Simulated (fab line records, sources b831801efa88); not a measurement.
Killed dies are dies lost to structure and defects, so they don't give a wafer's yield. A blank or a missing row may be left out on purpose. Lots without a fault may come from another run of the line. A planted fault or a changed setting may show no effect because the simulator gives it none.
Which tool did it? | flow gf180mcu | 6 lots, 18 wafers sampled, at 4 steps of a route of 602

WHAT THE GAUGES READ, wafer by wafer
GF_VT_IMPLANT_OVL_MEAS_07.
lot  | measured     | on         | VT_IMPLANT_OVL (nm)
L224 | day 6 07:06  | overlay-01 | 0.9 0.0 -1.6
L226 | day 6 18:25  | overlay-02 | -0.1 -1.8 -2.9
L228 | day 7 18:09  | overlay-01 | 0.0 0.0 1.6
L236 | day 9 17:30  | overlay-01 | 0.2 -0.1 -1.1
L242 | day 11 01:00 | overlay-01 | 2.0 -0.1 0.9
L244 | day 11 11:48 | overlay-02 | -0.2 -2.3 -0.1

WHICH TOOL RAN EACH LOT (tool, then ch and the chambers of the sampled wafers, then the start)
lot  | GF_STI_ETCH_14                  | GF_STI_STRIP_15                     | GF_LVPWELL_STRIP_10
L224 | rie_si-01 ch 1,2, day 2 16:26   | plasma_asher-03 ch 0,1, day 2 16:30 | plasma_asher-04 ch 0,1, day 4 12:28
L226 | rie_si-01 ch 1,2,3, day 3 03:05 | plasma_asher-03 ch 0,1, day 3 03:11 | plasma_asher-01 ch 0,1, day 4 21:42
L228 | rie_si-01 ch 0,1,3, day 3 12:42 | plasma_asher-03 ch 0,1, day 3 12:46 | plasma_asher-02 ch 0,1, day 5 20:22
L236 | rie_si-01 ch 1,2,3, day 5 12:18 | plasma_asher-01 ch 0,1, day 5 12:22 | plasma_asher-01 ch 0,1, day 7 15:22
L242 | rie_si-02 ch 0,3, day 6 14:36   | plasma_asher-04 ch 0,1, day 6 14:40 | plasma_asher-02 ch 0,1, day 8 19:58
L244 | rie_si-02 ch 0,2, day 7 00:20   | plasma_asher-03 ch 0,1, day 7 00:24 | plasma_asher-04 ch 0,1, day 9 05:23
- GF_STI_ETCH_14: etches Si in HBr/Cl2/O2, target depth 360 nm, time 102.9 s.
- GF_STI_STRIP_15: strips in O2/N2.
- GF_LVPWELL_STRIP_10: strips in O2/N2.

THE ANSWER, worked out from the rows above alone
Rule: what is usual is taken from the lots themselves. Put in order of their means at a reading, lots are off if they are a third of the lots or fewer, leave a main group of 4 or more, and stand apart from it by a gap of 3 or more times the standard deviation of the main group's means; of several such gaps the widest counts. A main group whose means are all the same, to the digits that the tables above print for the reading, isn't used. A lot without any number at a reading at which 4 lots or more have one is off too. The other lots that the step has rows for count as sound.
No lot is off at any reading shown: from this, nothing can be told.

WHAT THE SIMULATOR HAD PUT IN
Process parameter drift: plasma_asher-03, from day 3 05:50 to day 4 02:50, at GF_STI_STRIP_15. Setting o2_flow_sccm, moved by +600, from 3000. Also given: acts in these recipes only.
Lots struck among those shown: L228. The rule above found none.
